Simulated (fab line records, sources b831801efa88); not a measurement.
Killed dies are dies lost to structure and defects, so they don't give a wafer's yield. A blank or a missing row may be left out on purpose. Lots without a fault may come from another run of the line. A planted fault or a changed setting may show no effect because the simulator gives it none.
Chamber matching | flow sky130 | SKY_METAL3_ETCH_17 on rie_diel-02: 4 sister chambers
The step etches SiO2 in C4F8/O2/Ar, stops on TiN, time 3.9 s, target depth 15 nm. 7 wafers are shown with their chamber, then 7 later ones without.

WAFERS WITH THEIR CHAMBER
wafer  | chamber | oes_product_au (a.u.)
L080.3 | 2       | 0.746
L086.5 | 0       | 0.752
L088.2 | 3       | 0.745
L088.3 | 1       | 0.751
L088.5 | 0       | 0.758
L090.1 | 1       | 0.752
L090.2 | 3       | 0.756

WAFERS WITHOUT THEIR CHAMBER
wafer  | oes_product_au (a.u.)
L090.4 | 0.761
L093.1 | 0.760
L093.5 | 0.752
L093.6 | 0.752
L097.2 | 0.750
L097.4 | 0.746
L097.5 | 0.750

WHICH CHAMBER EACH WENT THROUGH
wafer  | from the rows above               | in truth
L090.4 | can't be placed: 0 or 1 or 3 or 2 | 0
L093.1 | can't be placed: 0 or 1 or 3 or 2 | 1
L093.5 | can't be placed: 1 or 3 or 0 or 2 | 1
L093.6 | can't be placed: 1 or 3 or 0 or 2 | 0
L097.2 | can't be placed: 3 or 1 or 2 or 0 | 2
L097.4 | can't be placed: 2 or 3 or 1 or 0 | 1
L097.5 | can't be placed: 3 or 1 or 2 or 0 | 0
Placed correctly: 0 of 7. Can't be placed from these rows: 7 (the true chamber is among the candidates in 7). Placed wrongly: 0.
How it was worked out, from the rows above alone: a wafer's distance from a chamber is the root of the sum, over the readings, of the square of ((its reading less the chamber's mean) divided by the reading's scatter). The wafer belongs to the nearest chamber; if the next one is less than 2 further off, it can't be placed. A chamber's mean is the mean of its shown wafers. The scatter: the root of (the sum of the squares of (reading less its chamber's mean) over the shown wafers, divided by (wafers less chambers)).
